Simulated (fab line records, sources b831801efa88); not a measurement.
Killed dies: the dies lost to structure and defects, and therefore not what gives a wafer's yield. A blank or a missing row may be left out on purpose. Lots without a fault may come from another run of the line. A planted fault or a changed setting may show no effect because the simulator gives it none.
fab line records	flow sfq_line
record: lots: 15	wafers: 45	last_day: 87
route steps=325 shown M0@38 I1@73 I2@103
lots untouched by any fault: they come from a run of this same line in which no faults occurred
start_h: start of the lot's first displayed wafer, in hours after the record's first day	wait_h: how many hours have passed since the lot's step before this one	" unchanged from the row above	L1.1+2: one row covering several wafers at once	- no value present, or no start provided	* or withheld: withheld	< > ~ a bound
route shown NAME@n: a module of which the file shows steps, and the number in the route of the first	usual: the fault-free wafers' mean and standard deviation	same: alike in all rows	chamber/n: place in a boat	sites: each site's reading	_std_site: the standard deviation of these	_edge_site: mean of outer sites minus mean of inner sites	radius_mm: for every site, how far away it sits from the centre of the wafer	mask NAME#n: copy n	behind: tool/chamber where the wafer was last shaped	hold: reason for holding the lot/hours on hold/outcome of the hold	device: names the non-switching transistor (n, p or np)	end of line: the route-end tests of the same wafers	a step without rows: its recipe alone	killed: dies that structure and defects cost at the first sort, which is not the same as the wafer's yield	map: per-die view of a wafer (x killed, . not killed, _ where there is no die)
set.NAME: setting as actually run; set.NAME@STEP: the setting as run at that earlier step	model.NAME: the simulator's own value behind a step, which no gauge read
the route's steps for a sample of lots (tables are steps, rows are wafers)
services: from which hour (start_h, from the record's first day; less than 0 if before it) a tool's chamber was out of use, for how many hours, and why
== steps ==
step: SFQ_M0_OVL_MEAS_906
usual: M0_OVL: 0/5.5
lot.wafer	tool	chamber	start_h	wait_h	M0_OVL[nm]
L573.2	overlay-02	-	136.10	0.1	3
L573.4	"	-	"	"	5
L573.6	"	-	"	"	3
L574.1	overlay-01	-	139.69	0.1	-1
L574.3	"	-	"	"	1
L574.6	"	-	"	"	-7
L576.1	overlay-02	-	157.79	0.1	1
L576.2	"	-	"	"	12
L576.5	"	-	"	"	2
L578.3	overlay-02	-	170.55	0.1	4
L578.4	"	-	"	"	5
L578.6	"	-	"	"	9
L579.1	overlay-01	-	171.74	0.1	-4
L579.2	"	-	"	"	5
L579.3	"	-	"	"	0
L581.2	overlay-02	-	182.35	0.1	-5
L581.3	"	-	"	"	-1
L581.6	"	-	"	"	-6
L582.1	overlay-01	-	185.94	0.1	0
L582.3	"	-	"	"	3
L582.6	"	-	"	"	4
L584.2	overlay-01	-	194.35	0.1	-8
L584.3	"	-	"	"	-11
L584.6	"	-	"	"	0
L587.1	overlay-02	-	212.34	0.1	8
L587.3	"	-	"	"	11
L587.5	"	-	"	"	2
L588.1	overlay-01	-	219.54	0.1	-3
L588.3	"	-	"	"	-12
L588.5	"	-	"	"	-4
L589.1	overlay-01	-	221.94	0.1	-2
L589.2	"	-	"	"	-5
L589.3	"	-	"	"	0
L592.3	overlay-01	-	243.73	0.1	3
L592.4	"	-	"	"	9
L592.6	"	-	"	"	5
L593.1	overlay-01	-	254.34	0.1	-3
L593.4	"	-	"	"	7
L593.5	"	-	"	"	2
L594.1	overlay-02	-	257.94	0.1	-9
L594.3	"	-	"	"	0
L594.6	"	-	"	"	-2
L596.1	overlay-02	-	266.34	0.1	-6
L596.2	"	-	"	"	3
L596.3	"	-	"	"	6
step: SFQ_TRILAYER_I1_DEP_PECVD_045
recipe: material: SiO2	temp_c: 150	time_s: 111.11	pressure_torr: 2.4	rf_w: 183.3	precursor: SiH4/N2O	target_thk_nm: 500
usual: heater_power_w: 95/19	showerhead_vpp_V: 812/34	throttle_valve_pct: 24.7/1.8
lot.wafer	tool	chamber	start_h	wait_h	heater_power_w	showerhead_vpp_V	throttle_valve_pct
L573.2	pecvd-04	1	338.75	0.0	108	807	25.0
L573.4	"	1	"	"	110	812	24.6
L573.6	"	1	"	"	92	799	24.8
L574.1	pecvd-01	1	352.00	0.0	87	807	22.3
L574.3	"	2	"	"	62	873	23.8
L574.6	"	0	"	"	85	805	23.6
L576.1	pecvd-03	1	373.59	0.0	79	820	26.0
L576.2	"	2	"	"	124	834	23.0
L576.5	"	0	"	"	97	750	23.9
L578.3	pecvd-04	1	384.39	0.0	113	806	24.5
L578.4	"	0	"	"	106	768	27.9
L578.6	"	1	"	"	94	821	24.7
L579.1	pecvd-01	2	387.05	0.0	72	874	23.9
L579.2	"	1	"	"	83	820	22.4
L579.3	"	0	"	"	95	806	23.7
L581.2	pecvd-01	2	401.19	0.0	72	868	23.9
L581.3	"	1	"	"	89	828	22.3
L581.6	"	1	"	"	90	808	22.7
L582.1	pecvd-03	1	408.39	0.0	81	813	26.1
L582.3	"	0	"	"	94	760	23.9
L582.6	"	1	"	"	66	815	26.1
L584.2	pecvd-01	1	426.08	0.0	91	830	22.4
L584.3	"	0	"	"	97	817	23.8
L584.6	"	1	"	"	89	820	22.6
L587.1	pecvd-04	2	446.48	0.0	135	831	28.3
L587.3	"	0	"	"	92	749	28.1
L587.5	"	0	"	"	96	764	28.1
L588.1	pecvd-01	2	452.06	0.0	68	850	24.3
L588.3	"	1	"	"	88	794	22.5
L588.5	"	1	"	"	90	813	22.5
L589.1	pecvd-01	1	461.63	0.0	83	809	22.8
L589.2	"	0	"	"	79	804	23.7
L589.3	"	2	"	"	73	860	24.1
L592.3	pecvd-04	1	486.83	0.0	108	809	24.8
L592.4	"	2	"	"	135	810	28.1
L592.6	"	1	"	"	112	794	25.0
L593.1	pecvd-03	1	498.49	0.0	79	811	26.4
L593.4	"	1	"	"	80	816	26.3
L593.5	"	0	"	"	96	761	24.3
L594.1	pecvd-04	1	502.08	0.0	95	804	24.9
L594.3	"	0	"	"	93	754	28.5
L594.6	"	0	"	"	99	761	28.3
L596.1	pecvd-03	2	516.28	0.0	130	827	23.7
L596.2	"	0	"	"	91	763	24.3
L596.3	"	1	"	"	70	822	26.5
step: SFQ_TRILAYER_I2_DEP_PECVD_063
recipe: material: SiO2	temp_c: 150	time_s: 111.11	pressure_torr: 2.4	rf_w: 183.3	precursor: SiH4/N2O	target_thk_nm: 500
usual: heater_power_w: 87/16	showerhead_vpp_V: 827/41	throttle_valve_pct: 23.9/1.3
lot.wafer	tool	chamber	start_h	wait_h	heater_power_w	showerhead_vpp_V	throttle_valve_pct
L573.2	pecvd-03	1	511.69	0.0	80	809	26.7
L573.4	"	1	"	"	68	824	26.4
L573.6	"	0	"	"	89	741	23.8
L574.1	pecvd-01	1	525.88	0.0	90	809	22.6
L574.3	"	0	"	"	88	804	23.8
L574.6	"	2	"	"	73	867	24.4
L576.1	pecvd-01	0	552.28	0.0	91	816	24.1
L576.2	"	2	"	"	66	867	24.6
L576.5	"	0	"	"	98	803	23.9
L578.3	pecvd-03	2	569.09	0.0	122	831	23.7
L578.4	"	1	"	"	72	803	26.6
L578.6	"	2	"	"	125	831	23.5
L579.1	pecvd-01	1	573.88	0.0	91	811	22.9
L579.2	"	0	"	"	89	803	24.1
L579.3	"	2	"	"	72	865	24.7
L581.2	pecvd-01	1	576.28	0.0	82	816	22.7
L581.3	"	2	"	"	75	862	24.6
L581.6	"	2	"	"	78	865	24.5
L582.1	pecvd-01	2	577.49	0.0	77	873	25.0
L582.3	"	1	"	"	81	820	22.9
L582.6	"	1	"	"	81	807	22.7
L584.2	pecvd-03	0	579.88	0.0	85	746	24.1
L584.3	"	2	"	"	129	830	23.6
L584.6	"	0	"	"	90	749	24.0
L587.1	pecvd-03	0	583.48	0.0	96	748	24.6
L587.3	"	1	"	"	74	812	26.7
L587.5	"	2	"	"	123	824	23.5
L588.1	pecvd-02	0	584.68	0.0	74	860	23.1
L588.3	"	2	"	"	83	894	23.5
L588.5	"	2	"	"	82	913	23.2
L589.1	pecvd-01	2	585.88	0.0	73	862	25.0
L589.2	"	0	"	"	97	800	23.9
L589.3	"	1	"	"	91	809	23.1
L592.3	pecvd-03	1	589.48	0.0	81	805	26.6
L592.4	"	1	"	"	66	819	26.9
L592.6	"	2	"	"	121	837	23.7
L593.1	pecvd-02	0	590.68	0.0	77	836	23.1
L593.4	"	2	"	"	73	918	23.1
L593.5	"	1	"	"	84	824	21.7
L594.1	pecvd-01	0	591.88	0.0	96	806	23.8
L594.3	"	2	"	"	64	869	24.9
L594.6	"	2	"	"	67	867	24.6
L596.1	pecvd-02	1	594.28	0.0	76	825	21.8
L596.2	"	0	"	"	82	845	23.1
L596.3	"	2	"	"	80	917	23.3
step: SFQ_TRILAYER_I2_CMP_CMP_064
recipe: material: SiO2	down_force_psi: 3	platen_rpm: 60	pad_velocity_m_s: 0.94248
usual: motor_current_A: 9.8/0.98	retaining_ring_pressure_frac: 1.001/0.0047	slurry_flow_ml_min: 150.0/0.5	time_to_endpoint_s: 216/6
lot.wafer	tool	chamber	start_h	wait_h	motor_current_A	retaining_ring_pressure_frac	slurry_flow_ml_min	time_to_endpoint_s
L573.4	cmp-02	1	519.64	7.9	9.9	1.013	150.2	221
L573.2	"	2	"	"	9.2	0.999	149.6	222
L573.6	"	0	521.14	9.4	9.8	1.003	150.0	226
L574.3	cmp-02	3	535.14	9.2	12.1	1.003	148.8	217
L574.1	"	0	"	"	9.6	0.997	148.6	213
L574.6	"	1	"	"	9.8	0.996	149.8	223
L576.2	cmp-02	3	567.42	15.1	12.0	0.999	150.9	203
L576.1	"	0	"	"	9.7	1.001	149.9	210
L576.5	"	1	"	"	9.7	0.994	150.2	207
L578.3	cmp-01	2	593.70	24.6	8.9	1.003	150.5	217
L578.4	"	0	594.70	25.5	9.9	1.005	149.1	216
L578.6	"	2	595.70	26.5	8.8	1.005	149.3	220
L579.1	cmp-01	2	599.20	25.3	8.9	0.999	149.9	208
L579.2	"	3	"	"	8.5	1.003	150.1	206
L579.3	"	1	600.70	26.8	9.4	1.006	149.6	207
L581.2	cmp-02	2	603.42	27.1	9.2	0.995	149.4	210
L581.3	"	0	604.42	28.1	9.6	1.000	150.4	214
L581.6	"	2	605.42	29.1	9.4	0.994	150.3	215
L582.1	cmp-01	0	606.20	28.7	9.7	1.006	149.8	203
L582.3	"	1	"	"	9.5	1.000	150.6	214
L582.6	"	3	607.70	30.1	8.4	1.007	150.0	216
L584.3	cmp-02	0	609.42	29.5	9.7	0.994	149.2	215
L584.2	"	1	"	"	10.4	0.996	150.4	219
L584.6	"	0	611.42	31.5	9.5	0.997	150.0	221
L587.1	cmp-01	1	617.20	33.7	9.2	0.995	150.6	281
L587.3	"	0	618.70	35.2	10.3	1.005	149.8	210
L587.5	"	1	"	"	9.6	0.997	150.3	207
L588.1	cmp-02	1	618.92	34.2	10.2	0.999	150.0	206
L588.3	"	2	"	"	9.8	0.998	150.5	216
L588.5	"	1	620.92	36.2	9.8	1.000	149.4	212
L589.3	cmp-01	3	620.65	34.7	8.5	1.004	150.3	219
L589.2	"	0	"	"	9.7	0.991	150.9	224
L589.1	"	1	"	"	9.5	1.007	149.7	274
L592.3	cmp-01	3	627.65	38.1	8.7	1.010	149.7	214
L592.4	"	0	"	"	10.0	0.999	150.2	214
L592.6	"	1	"	"	9.6	1.005	150.2	287
L593.4	cmp-02	1	628.42	37.7	9.9	0.991	150.6	211
L593.1	"	2	"	"	9.4	0.999	150.8	205
L593.5	"	0	629.92	39.2	10.3	0.995	150.3	211
L594.3	cmp-02	3	630.42	38.5	12.1	1.000	150.2	212
L594.1	"	2	631.92	40.0	9.7	1.003	150.1	210
L594.6	"	3	"	"	11.7	1.004	149.6	218
L596.1	cmp-02	3	633.42	39.1	11.8	0.999	149.8	222
L596.2	"	1	634.42	40.1	9.7	1.004	148.8	220
L596.3	"	2	"	"	9.3	1.000	150.0	217
step: SFQ_TRILAYER_I2_METRO_MEASURE_065
usual: thk_nm: 200.0/0.84
lot.wafer	tool	chamber	start_h	wait_h	thk_nm
L573.2	film_metro-02	-	522.46	0.3	200.0
L573.4	"	-	"	"	199.9
L573.6	"	-	"	"	197.9
L574.1	film_metro-02	-	537.26	0.1	200.7
L574.3	"	-	"	"	201.3
L574.6	"	-	"	"	201.3
L576.1	film_metro-03	-	569.54	0.1	199.5
L576.2	"	-	"	"	200.6
L576.5	"	-	"	"	201.4
L578.3	film_metro-04	-	596.72	0.5	200.4
L578.4	"	-	"	"	200.6
L578.6	"	-	"	"	201.5
L579.1	film_metro-02	-	602.32	0.1	199.6
L579.2	"	-	"	"	199.7
L579.3	"	-	"	"	199.7
L581.2	film_metro-03	-	606.74	0.3	200.5
L581.3	"	-	"	"	200.5
L581.6	"	-	"	"	199.9
L582.1	film_metro-04	-	608.32	0.1	199.2
L582.3	"	-	"	"	200.7
L582.6	"	-	"	"	199.6
L584.2	film_metro-04	-	612.74	0.3	201.1
L584.3	"	-	"	"	199.6
L584.6	"	-	"	"	199.8
L587.1	film_metro-04	-	620.32	0.1	306.0
L587.3	"	-	"	"	199.7
L587.5	"	-	"	"	199.2
L588.1	film_metro-03	-	621.54	0.1	200.9
L588.3	"	-	"	"	199.6
L588.5	"	-	"	"	200.3
L589.1	film_metro-02	-	623.77	0.1	302.3
L589.2	"	-	"	"	199.6
L589.3	"	-	"	"	199.4
L592.3	film_metro-03	-	630.17	0.5	198.1
L592.4	"	-	"	"	200.0
L592.6	"	-	"	"	307.4
L593.1	film_metro-04	-	630.54	0.1	200.6
L593.4	"	-	"	"	199.9
L593.5	"	-	"	"	201.2
L594.1	film_metro-03	-	633.54	0.1	200.4
L594.3	"	-	"	"	201.9
L594.6	"	-	"	"	200.0
L596.1	film_metro-02	-	636.54	0.1	200.8
L596.2	"	-	"	"	200.1
L596.3	"	-	"	"	201.0
step: SFQ_TRILAYER_I2_VIA_ETCH_VIA_ETCH_070
recipe: target: SiO2	stop_on: Nb	mask_material: PR	taper_deg: 20	chemistry: CHF3	target_depth_nm: 260	source_w: 500	bias_w: 80	pressure_mtorr: 30	time_s: withheld
usual: chamber_pressure_mTorr: 30.003/0.027	drypump_motor_current_A: 5.6/0.43	oes_product_au: 0.855/0.0051
lot.wafer	tool	chamber	start_h	wait_h	chamber_pressure_mTorr	drypump_motor_current_A	oes_product_au
L573.2	rie_diel-03	2	540.91	0.0	30.049	5.7	0.853
L573.4	"	3	"	"	30.014	4.7	0.853
L573.6	"	1	"	"	30.005	6.6	0.849
L574.1	rie_diel-01	1	552.71	0.0	29.990	5.2	0.852
L574.3	"	2	"	"	30.005	6.0	0.854
L574.6	"	0	"	"	29.971	5.5	0.860
L576.1	rie_diel-02	1	599.47	0.0	30.003	5.4	0.851
L576.2	"	0	"	"	29.968	5.8	0.858
L576.5	"	1	"	"	30.007	5.4	0.865
L578.3	rie_diel-02	0	604.27	0.0	30.029	5.8	0.856
L578.4	"	2	"	"	29.977	6.0	0.859
L578.6	"	1	"	"	29.953	5.4	0.857
L579.1	rie_diel-03	2	607.87	0.0	29.993	5.7	0.850
L579.2	"	3	"	"	30.033	4.7	0.851
L579.3	"	1	"	"	30.009	6.5	0.847
L581.2	rie_diel-01	3	743.01	0.0	29.952	5.9	0.855
L581.3	"	2	"	"	30.046	5.9	0.860
L581.6	"	3	"	"	30.020	5.9	0.857
L582.1	rie_diel-02	1	744.21	0.0	30.031	5.5	0.843
L582.3	"	2	"	"	30.018	6.0	0.857
L582.6	"	2	"	"	29.969	6.0	0.860
L584.2	rie_diel-01	0	749.01	0.0	29.994	5.5	0.857
L584.3	"	1	"	"	29.997	5.1	0.854
L584.6	"	1	"	"	30.031	5.1	0.857
L587.1	rie_diel-01	1	757.41	0.0	30.035	5.1	0.998
L587.3	"	2	"	"	29.975	5.9	0.861
L587.5	"	0	"	"	29.973	5.5	0.852
L588.1	rie_diel-02	2	759.81	0.0	29.995	6.0	0.859
L588.3	"	0	"	"	30.038	5.8	0.855
L588.5	"	0	"	"	30.026	5.8	0.853
L589.1	rie_diel-01	1	761.01	0.0	30.038	5.1	0.991
L589.2	"	2	"	"	30.030	5.9	0.856
L589.3	"	3	"	"	30.005	5.9	0.856
L592.3	rie_diel-02	3	767.01	0.0	30.044	5.6	0.850
L592.4	"	2	"	"	30.040	6.0	0.861
L592.6	"	1	"	"	29.975	5.4	0.994
L593.1	rie_diel-01	3	768.21	0.0	30.001	5.9	0.855
L593.4	"	1	"	"	30.044	5.1	0.866
L593.5	"	3	"	"	30.003	5.9	0.855
L594.1	rie_diel-03	3	773.01	0.0	29.942	4.8	0.857
L594.3	"	2	"	"	29.993	5.7	0.855
L594.6	"	0	"	"	30.041	5.7	0.857
L596.1	rie_diel-02	0	780.21	0.0	29.962	5.8	0.860
L596.2	"	3	"	"	30.031	5.6	0.853
L596.3	"	1	"	"	30.062	5.4	0.863
== services ==
tool	chamber	start_h	hours	kind
cmp-02	-	322.09	6.4	repair
cmp-01	-	355.14	5.4	pm
cmp-02	-	362.01	2.2	repair
rie_diel-01	0	363.71	10.3	repair
cmp-01	-	368.81	1.3	repair
cmp-02	-	370.09	2.0	repair
rie_diel-02	3	372.41	6.5	repair
rie_diel-02	-	372.49	0.6	repair
rie_diel-02	0	373.34	5.0	repair
cmp-01	-	408.05	4.0	pm
pecvd-03	-	419.77	2.8	pm
pecvd-03	0	433.59	8.1	repair
pecvd-01	-	437.64	0.8	repair
pecvd-01	1	464.42	4.3	repair
cmp-02	-	477.13	6.0	pm
cmp-02	-	516.66	1.5	repair
pecvd-01	1	546.46	9.7	repair
cmp-02	-	575.42	4.0	pm
pecvd-03	-	577.53	1.5	repair
pecvd-01	-	599.85	1.0	repair
cmp-02	-	637.75	1.0	repair
pecvd-01	-	648.51	2.4	repair
pecvd-03	2	705.62	16.7	repair
cmp-02	-	752.81	1.8	repair
== key ==
first_sign: step: SFQ_TRILAYER_I2_CMP_CMP_064	reading: time_to_endpoint_s	direction: up	sigmas: 11	usual: *	struck: *
effect: step: SFQ_TRILAYER_I2_METRO_MEASURE_065	reading: thk_nm	direction: up	sigmas: 99+	usual: 200.0	struck: 305.2
effect: step: SFQ_TRILAYER_I2_VIA_ETCH_VIA_ETCH_070	reading: oes_product_au	direction: up	sigmas: 28	usual: 0.855	struck: 0.994
met_at SFQ_TRILAYER_I2_CMP_CMP_064
struck_lots L587,L589,L592
struck_wafers L587.1,L589.1,L592.6
not_acting_at SFQ_M0_OVL_MEAS_906,SFQ_TRILAYER_I1_DEP_PECVD_045,SFQ_TRILAYER_I2_DEP_PECVD_063
fault: kind: process_parameter_drift	tool: cmp-01	chamber: -	onset_h: 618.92	steps: SFQ_TRILAYER_I2_CMP_CMP_064	channel: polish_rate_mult	offset: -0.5	shape: step	end_h: 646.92	scope: struck_wafers_only
